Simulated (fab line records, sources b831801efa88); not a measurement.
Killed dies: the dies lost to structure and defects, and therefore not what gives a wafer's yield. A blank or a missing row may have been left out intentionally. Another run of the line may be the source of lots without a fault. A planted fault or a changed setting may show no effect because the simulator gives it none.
Problem report in the 8D (eight disciplines) form, filled by code :: flow sky130 :: the parts of the form that need people (team, actions taken, sign-off) are left out

1. WHAT IS WRONG
bias_w at SKY_FIELD_ISO_ETCH_17 reads a mean of 171.0 W on 1 wafer of 1 lot; wafers without a fault read 150.1 W with a standard deviation of 0.41. Relative to the usual mean, that is a shift of +51 standard deviations.
The step: etches Si in HBr/Cl2/O2, target depth 342 nm, time 97.7 s.
The first sign was on wafer L222.5 at day 4 13:29, on rie_si-01. At this step, 33 wafers from 11 lots have a number in the record. Rule for "out" (also "out of limits"): further than 4 standard deviations from the usual mean. Any other wafer with a number is counted as sound.

2. WHAT THIS IS AND IS NOT
question: which readings at this step
is: bias_w
is not: drypump_motor_current_A, mfc_cl2_sccm, throttle_valve_pct

question: which lots
is: L222
is not: L211, L212, L213, L214, L224, L226, L228, L230, L232, L234

question: which wafers of those lots
is: L222.5
is not: L222.3, L222.4

question: read on which tools
is: rie_si-01
is not: rie_si-02

question: when
is: from day 4 13:29
is not: up to then (14 sound wafers); but 18 sound wafers of L224, L226, L228, L230, L232, L234 came after

3. WHAT RULES OUT EACH SUSPECT
Counting: any tool at a process step up to the reading remains a suspect provided it ran every lot that is out. Sound lots after the first of them don't rule it out here, since some wafers of a struck lot are sound.
- rie_si-01 at SKY_FIELD_ISO_ETCH_17 (etches Si in HBr/Cl2/O2, target depth 342 nm, time 97.7 s): kept. It ran the lot that is out, L222 (day 4 13:29); its last sound lot up to then is L214 (day 2 20:35). On those wafers its own readings are out: bias_w.
- rie_si-01, SKY_FIELD_ISO_ETCH_17: wafers that are out in chamber 0, sound lot-mates in chambers 1, 3.
Remaining after the count: rie_si-01 at SKY_FIELD_ISO_ETCH_17.

4. THE CAUSE (what the simulator had put in)
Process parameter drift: rie_si-01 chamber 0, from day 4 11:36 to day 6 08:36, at SKY_FIELD_ISO_ETCH_17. Setting bias_w shifted by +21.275 from 150. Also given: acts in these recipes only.
The count eliminated every tool but this one.

5. THE EFFECT CHAIN, in route order
One row per reading whose mean, taken over the struck wafers that have a number, lies over 3 standard deviations from the usual. Only readings for which the record gives a usual standard deviation are gone through. hours: the time from each lot's start at the first step in this table that gives one to its start at this step, as a median over the lots. sigmas: the change in usual standard deviations.
hours: 0
step: SKY_FIELD_ISO_ETCH_17
reading: bias_w
usual: 150.1 W
on struck wafers: 171.0
change: +20.9
sigmas: +51

hours: 0
step: SKY_FIELD_ISO_ETCH_17
reading: oes_product_au
usual: 1.001 a.u.
on struck wafers: 1.032
change: +0.031
sigmas: +4.0
Process steps it contains:
- SKY_FIELD_ISO_ETCH_17: etches Si in HBr/Cl2/O2, target depth 342 nm, time 97.7 s.
Later steps that measure or inspect, where all struck wafers having a row at the step show a number for every such reading and not one has moved that far: SKY_FIELD_ISO_THK_MEAS_25, SKY_VT_ADJUST_NCORE_CD_MEAS_07.

6. WHAT WOULD HAVE CAUGHT IT SOONER
The fault began at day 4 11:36; the first out-of-limits reading in this record came at day 4 13:29, 2 hours later.
